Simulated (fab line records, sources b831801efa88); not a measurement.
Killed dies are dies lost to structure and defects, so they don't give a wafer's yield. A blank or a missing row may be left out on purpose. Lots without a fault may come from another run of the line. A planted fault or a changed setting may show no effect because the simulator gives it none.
Which tool did it? | flow gf180mcu | 14 lots, 42 wafers sampled, at 5 steps of a route of 602

WHAT THE GAUGES READ, wafer by wafer
GF_POLY_GATE_CD_MEAS_18. Usual: cd_nm 280.5 nm, standard deviation 1.9.
lot  | measured     | on        | cd_nm (nm)        | flag
L549 | day 9 08:00  | cd_sem-01 | 277.5 279.4 277.7 |
L550 | day 9 15:51  | cd_sem-02 | 280.0 281.5 282.3 |
L551 | day 9 20:49  | cd_sem-01 | 280.5 281.5 279.0 |
L552 | day 10 04:41 | cd_sem-01 | 278.3 277.9 284.5 |
L553 | day 10 11:53 | cd_sem-02 | 280.6 280.4 279.7 |
L557 | day 11 16:04 | cd_sem-02 | 278.1 280.5 281.5 |
L559 | day 12 02:27 | cd_sem-01 | 279.7 281.6 280.2 |
L562 | day 13 02:59 | cd_sem-01 | 279.8 279.6 281.6 |
L565 | day 14 02:25 | cd_sem-02 | 281.4 278.0 279.6 |
L566 | day 14 11:36 | cd_sem-02 | 281.5 277.4 281.9 |
L567 | day 14 13:43 | cd_sem-01 | 278.2 279.8 281.9 |
L570 | day 15 12:43 | cd_sem-02 | 279.2 283.4 282.6 |
L571 | day 15 19:47 | cd_sem-01 | 279.7 282.1 281.3 |
L572 | day 16 02:05 | cd_sem-02 | 283.4 281.3 280.5 |

GF_HV_LDD_TW_MEAS_23. Usual: HV_LDD_2_TW 1050, standard deviation 8.7.
lot  | measured     | on            | HV_LDD_2_TW    | flag
L549 | day 10 21:07 | film_metro-04 | 1054 1053 1055 |
L550 | day 11 04:14 | film_metro-04 | 1048 1052 1056 |
L551 | day 11 10:10 | film_metro-01 | 1050 1055 1058 |
L552 | day 11 17:55 | film_metro-01 | 1053 1057 1058 |
L553 | day 12 02:29 | film_metro-01 | 1066 1061 1062 |
L557 | day 13 07:22 | film_metro-03 | 1045 1036 1040 |
L559 | day 13 18:58 | film_metro-03 | 1046 1045 1037 |
L562 | day 14 20:03 | film_metro-03 | 1042 1043 1036 |
L565 | day 15 22:13 | film_metro-03 | 1038 1037 1034 |
L566 | day 16 08:04 | film_metro-03 | 1047 1041 1038 |
L567 | day 16 10:18 | film_metro-04 | 1056 1054 1051 |
L570 | day 17 10:31 | film_metro-01 | 1058 1055 1057 |
L571 | day 17 17:43 | film_metro-01 | 1064 1062 1063 |
L572 | day 17 23:56 | film_metro-03 | 1042 1039 1051 |

GF_HV_LDD_THK_MEAS_57. Usual: HV_LDD_CVD_56_THK 90.2 nm, standard deviation 0.89.
lot  | measured     | on            | HV_LDD_CVD_56_THK (nm) | flag
L549 | day 12 15:38 | film_metro-03 | 89.3 89.9 89.6         |
L550 | day 12 21:44 | film_metro-04 | 90.6 91.1 90.2         |
L551 | day 13 04:10 | film_metro-04 | 91.2 90.2 91.0         |
L552 | day 13 12:55 | film_metro-03 | 90.9 91.0 90.3         |
L553 | day 13 22:08 | film_metro-03 | 90.4 89.2 90.4         |
L557 | day 15 05:02 | film_metro-04 | 89.3 89.6 89.7         |
L559 | day 15 17:03 | film_metro-03 | 89.4 88.9 89.6         |
L562 | day 16 19:50 | film_metro-04 | 90.5 91.2 90.3         |
L565 | day 18 01:11 | film_metro-04 | 92.5 91.9 91.7         |
L566 | day 18 09:19 | film_metro-04 | 91.6 91.5 91.2         |
L567 | day 18 12:41 | film_metro-04 | 89.7 90.3 91.2         |
L570 | day 19 14:20 | film_metro-01 | 90.5 90.0 90.0         |
L571 | day 19 21:41 | film_metro-01 | 90.2 89.8 89.9         |
L572 | day 20 04:35 | film_metro-01 | 90.8 90.6 91.0         |

GF_NSD_TW_MEAS_12. Usual: NSD_TW 4281, standard deviation 33.
lot  | measured     | on            | NSD_TW         | flag
L549 | day 13 12:19 | film_metro-02 | 4309 4297 4347 |
L550 | day 13 17:22 | film_metro-02 | 4311 4311 4308 |
L551 | day 14 00:19 | film_metro-02 | 4348 4308 4320 |
L552 | day 14 09:58 | film_metro-02 | 4313 4325 4304 |
L553 | day 14 19:34 | film_metro-01 | 4257 4224 4253 |
L557 | day 16 03:43 | film_metro-01 | 4289 4281 4278 |
L559 | day 16 16:07 | film_metro-02 | 1974 1984 1981 | OFF
L562 | day 17 19:51 | film_metro-02 | 2009 1971 1968 | OFF
L565 | day 19 02:01 | film_metro-04 | 4250 4232 4244 |
L566 | day 19 10:19 | film_metro-01 | 4257 4244 4248 |
L567 | day 19 13:25 | film_metro-01 | 4257 4226 4264 |
L570 | day 20 15:13 | film_metro-02 | 4308 4280 4281 |
L571 | day 20 22:37 | film_metro-02 | 4302 4323 4321 |
L572 | day 21 05:35 | film_metro-01 | 4246 4262 4239 |

WHICH TOOL RAN EACH LOT (tool, then ch and the chambers of the sampled wafers, then the start)
lot  | GF_NSD_DEVELOP_06
L549 | litho_track-04 ch 0, day 13 11:38
L550 | litho_track-04 ch 0, day 13 16:41
L551 | litho_track-04 ch 0, day 13 23:36
L552 | litho_track-04 ch 0, day 14 09:15
L553 | litho_track-02 ch 0, day 14 18:54
L557 | litho_track-04 ch 0, day 16 03:00
L559 | litho_track-02 ch 0, day 16 15:25
L562 | litho_track-02 ch 0, day 17 19:09
L565 | litho_track-04 ch 0, day 19 01:00
L566 | litho_track-04 ch 0, day 19 09:38
L567 | litho_track-04 ch 0, day 19 12:44
L570 | litho_track-01 ch 0, day 20 14:31
L571 | litho_track-04 ch 0, day 20 21:56
L572 | litho_track-01 ch 0, day 21 04:55
- GF_NSD_DEVELOP_06: develop time 60 s.

WHAT THE TOOLS THEMSELVES READ (means of the sampled wafers that have a number; where no wafer has one, the mark that the record gives instead)
The record holds no such reading with a usual standard deviation.

THE ANSWER, worked out from the rows above alone
Rule: a lot is off if the mean of its wafers that have a number lies more than 3 standard deviations from the usual mean. A lot without any number at a reading at which 4 lots or more have one is off too. The other lots that the step has rows for count as sound. The gauges are gone through in route order, then the tools' own readings, and for those a lot's mean is taken as printed above. The first step at which some lot is off is used, and at that step the reading that is off furthest; a lot without a number counts as furthest.
Off: L559, L562, at GF_NSD_TW_MEAS_12 (NSD_TW).
A tool fits if, at a process step before that reading, it ran every lot that is off, and no sound lot after the first of them. The gauges at GF_NSD_TW_MEAS_12 are tried like those tools. One fits: litho_track-02 at GF_NSD_DEVELOP_06. Its last sound lot is L553 (day 14 18:54), its first lot that is off L559 (day 16 15:25): a fault that began between those two fits.

WHAT THE SIMULATOR HAD PUT IN
Process parameter drift: litho_track-02, from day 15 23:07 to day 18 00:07, at GF_NSD_DEVELOP_06. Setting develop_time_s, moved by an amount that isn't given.
Lots struck among those shown: L559, L562. The rule above found the same.
